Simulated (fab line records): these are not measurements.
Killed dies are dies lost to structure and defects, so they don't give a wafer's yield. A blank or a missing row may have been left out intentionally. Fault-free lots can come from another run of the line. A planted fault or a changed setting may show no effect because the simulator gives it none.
Commonality check across tools :: flow sky130 :: 14 lots, 42 wafers sampled

## WHY IT WAS OPENED
2 of 14 lots carry a flag on the reading LDD_LDN_TW at SKY_LDD_LDN_TW_MEAS_13. Wafers without a fault read 1480, standard deviation 14.
Rule: flag the lot when none of its wafers has a number, or when each of its wafers that has one lies beyond 4 standard deviations from that mean. The rest of the lots are taken to be sound.

lot: L292
measured: day 22 09:46
on: film-metro-04
LDD_LDN_TW, wafer by wafer: 1476 1481 1479
flag: 

lot: L293
measured: day 22 20:37
on: film-metro-01
LDD_LDN_TW, wafer by wafer: 1516 1512 1517
flag: 

lot: L294
measured: day 23 07:57
on: film-metro-03
LDD_LDN_TW, wafer by wafer: 1478 1485 1473
flag: 

lot: L295
measured: day 23 17:19
on: film-metro-03
LDD_LDN_TW, wafer by wafer: 1485 1477 1481
flag: 

lot: L296
measured: day 24 23:02
on: film-metro-04
LDD_LDN_TW, wafer by wafer: 1460 1465 1460
flag: 

lot: L297
measured: day 25 06:40
on: film-metro-04
LDD_LDN_TW, wafer by wafer: 1474 1473 1476
flag: 

lot: L304
measured: day 27 06:12
on: film-metro-03
LDD_LDN_TW, wafer by wafer: 1479 1472 1467
flag: 

lot: L307
measured: day 28 04:05
on: film-metro-03
LDD_LDN_TW, wafer by wafer: 30 30 30
flag: FLAGGED

lot: L308
measured: day 28 06:47
on: film-metro-04
LDD_LDN_TW, wafer by wafer: 30 30 30
flag: FLAGGED

lot: L310
measured: day 28 21:58
on: film-metro-01
LDD_LDN_TW, wafer by wafer: 1506 1510 1504
flag: 

lot: L312
measured: day 29 15:25
on: film-metro-04
LDD_LDN_TW, wafer by wafer: 1468 1470 1477
flag: 

lot: L311
measured: day 29 22:44
on: film-metro-03
LDD_LDN_TW, wafer by wafer: 1466 1476 1477
flag: 

lot: L313
measured: day 30 14:05
on: film-metro-04
LDD_LDN_TW, wafer by wafer: 1476 1466 1479
flag: 

lot: L315
measured: day 30 20:41
on: film-metro-04
LDD_LDN_TW, wafer by wafer: 1473 1474 1478
flag: 
Flagged lots average 30: -1450 relative to the usual, that is -99 or more standard deviations.

## EACH LOT AND THE TOOL IT RAN ON
3 process steps preceding the reading are held in the record, out of 708 steps in the route. Every cell lists first the tool, next ch and the chambers used by the sampled wafers, and last the start.
lot: L292
flag: 
SKY_SONOS_ONO_STRIP_17: plasma-asher-04 ch 0,1, day 12 08:26
SKY_LDD_HVP_STRIP_09: plasma-asher-03 ch 0,1, day 21 02:15
SKY_LDD_LDN_STRIP_12: plasma-asher-04 ch 0,1, day 22 09:40

lot: L293
flag: 
SKY_SONOS_ONO_STRIP_17: plasma-asher-04 ch 0,1, day 12 17:08
SKY_LDD_HVP_STRIP_09: plasma-asher-03 ch 0,1, day 21 13:27
SKY_LDD_LDN_STRIP_12: plasma-asher-02 ch 0,1, day 22 20:30

lot: L294
flag: 
SKY_SONOS_ONO_STRIP_17: plasma-asher-02 ch 0,1, day 13 04:05
SKY_LDD_HVP_STRIP_09: plasma-asher-01 ch 0,1, day 22 01:40
SKY_LDD_LDN_STRIP_12: plasma-asher-02 ch 0,1, day 23 07:51

lot: L295
flag: 
SKY_SONOS_ONO_STRIP_17: plasma-asher-02 ch 0,1, day 13 11:47
SKY_LDD_HVP_STRIP_09: plasma-asher-01 ch 0,1, day 22 10:45
SKY_LDD_LDN_STRIP_12: plasma-asher-01 ch 0,1, day 23 17:13

lot: L296
flag: 
SKY_SONOS_ONO_STRIP_17: plasma-asher-01 ch 1, day 14 11:44
SKY_LDD_HVP_STRIP_09: plasma-asher-02 ch 0,1, day 23 16:41
SKY_LDD_LDN_STRIP_12: plasma-asher-02 ch 0,1, day 24 22:56

lot: L297
flag: 
SKY_SONOS_ONO_STRIP_17: plasma-asher-01 ch 0,1, day 14 18:11
SKY_LDD_HVP_STRIP_09: plasma-asher-01 ch 0,1, day 24 00:00
SKY_LDD_LDN_STRIP_12: plasma-asher-01 ch 0,1, day 25 06:34

lot: L304
flag: 
SKY_SONOS_ONO_STRIP_17: plasma-asher-04 ch 0,1, day 16 14:35
SKY_LDD_HVP_STRIP_09: plasma-asher-03 ch 0,1, day 26 01:11
SKY_LDD_LDN_STRIP_12: plasma-asher-02 ch 0,1, day 27 06:06

lot: L307
flag: FLAGGED
SKY_SONOS_ONO_STRIP_17: plasma-asher-04 ch 1, day 17 16:05
SKY_LDD_HVP_STRIP_09: plasma-asher-01 ch 0,1, day 26 23:08
SKY_LDD_LDN_STRIP_12: plasma-asher-01 ch 0, day 28 03:59

lot: L308
flag: FLAGGED
SKY_SONOS_ONO_STRIP_17: plasma-asher-01 ch 0,1, day 17 18:14
SKY_LDD_HVP_STRIP_09: plasma-asher-03 ch 0,1, day 27 01:26
SKY_LDD_LDN_STRIP_12: plasma-asher-01 ch 0,1, day 28 06:41

lot: L310
flag: 
SKY_SONOS_ONO_STRIP_17: plasma-asher-01 ch 0,1, day 18 13:49
SKY_LDD_HVP_STRIP_09: plasma-asher-01 ch 0,1, day 27 16:59
SKY_LDD_LDN_STRIP_12: plasma-asher-04 ch 0,1, day 28 21:53

lot: L312
flag: 
SKY_SONOS_ONO_STRIP_17: plasma-asher-01 ch 0,1, day 19 10:39
SKY_LDD_HVP_STRIP_09: plasma-asher-03 ch 0,1, day 28 11:02
SKY_LDD_LDN_STRIP_12: plasma-asher-04 ch 0,1, day 29 15:19

lot: L311
flag: 
SKY_SONOS_ONO_STRIP_17: plasma-asher-01 ch 0,1, day 19 12:38
SKY_LDD_HVP_STRIP_09: plasma-asher-02 ch 0,1, day 28 18:14
SKY_LDD_LDN_STRIP_12: plasma-asher-04 ch 0,1, day 29 22:38

lot: L313
flag: 
SKY_SONOS_ONO_STRIP_17: plasma-asher-04 ch 0,1, day 20 10:50
SKY_LDD_HVP_STRIP_09: plasma-asher-01 ch 0,1, day 29 10:05
SKY_LDD_LDN_STRIP_12: plasma-asher-01 ch 0,1, day 30 13:59

lot: L315
flag: 
SKY_SONOS_ONO_STRIP_17: plasma-asher-04 ch 0,1, day 20 15:38
SKY_LDD_HVP_STRIP_09: plasma-asher-03 ch 0,1, day 29 16:47
SKY_LDD_LDN_STRIP_12: plasma-asher-02 ch 0,1, day 30 20:35
What these steps do:
- SKY_SONOS_ONO_STRIP_17: strips in O2/N2.
- SKY_LDD_HVP_STRIP_09: strips in O2/N2.
- SKY_LDD_LDN_STRIP_12: strips in O2/N2.
- SKY_LDD_LDN_TW_MEAS_13

## FLAGGED AGAINST TOTAL, ONE TOOL AT A TIME (gauges that did the reading follow at the end)
step: SKY_SONOS_ONO_STRIP_17
tool: plasma-asher-01
lots run: 6
flagged: 1
share of the flagged lots: some
sound lots run after its first flagged lot: 3 (L310,L312,L311)

step: SKY_SONOS_ONO_STRIP_17
tool: plasma-asher-02
lots run: 2
flagged: 0
share of the flagged lots: none
sound lots run after its first flagged lot: -

step: SKY_SONOS_ONO_STRIP_17
tool: plasma-asher-04
lots run: 6
flagged: 1
share of the flagged lots: some
sound lots run after its first flagged lot: 2 (L313,L315)

step: SKY_LDD_HVP_STRIP_09
tool: plasma-asher-01
lots run: 6
flagged: 1
share of the flagged lots: some
sound lots run after its first flagged lot: 2 (L310,L313)

step: SKY_LDD_HVP_STRIP_09
tool: plasma-asher-02
lots run: 2
flagged: 0
share of the flagged lots: none
sound lots run after its first flagged lot: -

step: SKY_LDD_HVP_STRIP_09
tool: plasma-asher-03
lots run: 6
flagged: 1
share of the flagged lots: some
sound lots run after its first flagged lot: 2 (L312,L315)

step: SKY_LDD_LDN_STRIP_12
tool: plasma-asher-01
lots run: 5
flagged: 2
share of the flagged lots: all
sound lots run after its first flagged lot: 1 (L313)

step: SKY_LDD_LDN_STRIP_12
tool: plasma-asher-02
lots run: 5
flagged: 0
share of the flagged lots: none
sound lots run after its first flagged lot: -

step: SKY_LDD_LDN_STRIP_12
tool: plasma-asher-04
lots run: 4
flagged: 0
share of the flagged lots: none
sound lots run after its first flagged lot: -

step: SKY_LDD_LDN_TW_MEAS_13
tool: film-metro-01
lots run: 2
flagged: 0
share of the flagged lots: none
sound lots run after its first flagged lot: -

step: SKY_LDD_LDN_TW_MEAS_13
tool: film-metro-03
lots run: 5
flagged: 1
share of the flagged lots: some
sound lots run after its first flagged lot: 1 (L311)

step: SKY_LDD_LDN_TW_MEAS_13
tool: film-metro-04
lots run: 7
flagged: 1
share of the flagged lots: some
sound lots run after its first flagged lot: 3 (L312,L313,L315)

## WHAT IS ALLOWED BY THE TABLE
Rows of the table that ran each flagged lot: 1, that is plasma-asher-01 at SKY_LDD_LDN_STRIP_12.
- plasma-asher-01 at SKY_LDD_LDN_STRIP_12: 2 of its 5 lots flagged. Lots that were sound ran on it after the first flagged one (L313); a persistent fault on the entire tool would not allow that. Its own readings lie more than 4 standard deviations out on every wafer of the flagged lots: strip-time-to-endpoint-s.
There is no row in the table that ran each flagged lot and no sound lot after the first.

## WHAT THE SIMULATOR HAD INSERTED
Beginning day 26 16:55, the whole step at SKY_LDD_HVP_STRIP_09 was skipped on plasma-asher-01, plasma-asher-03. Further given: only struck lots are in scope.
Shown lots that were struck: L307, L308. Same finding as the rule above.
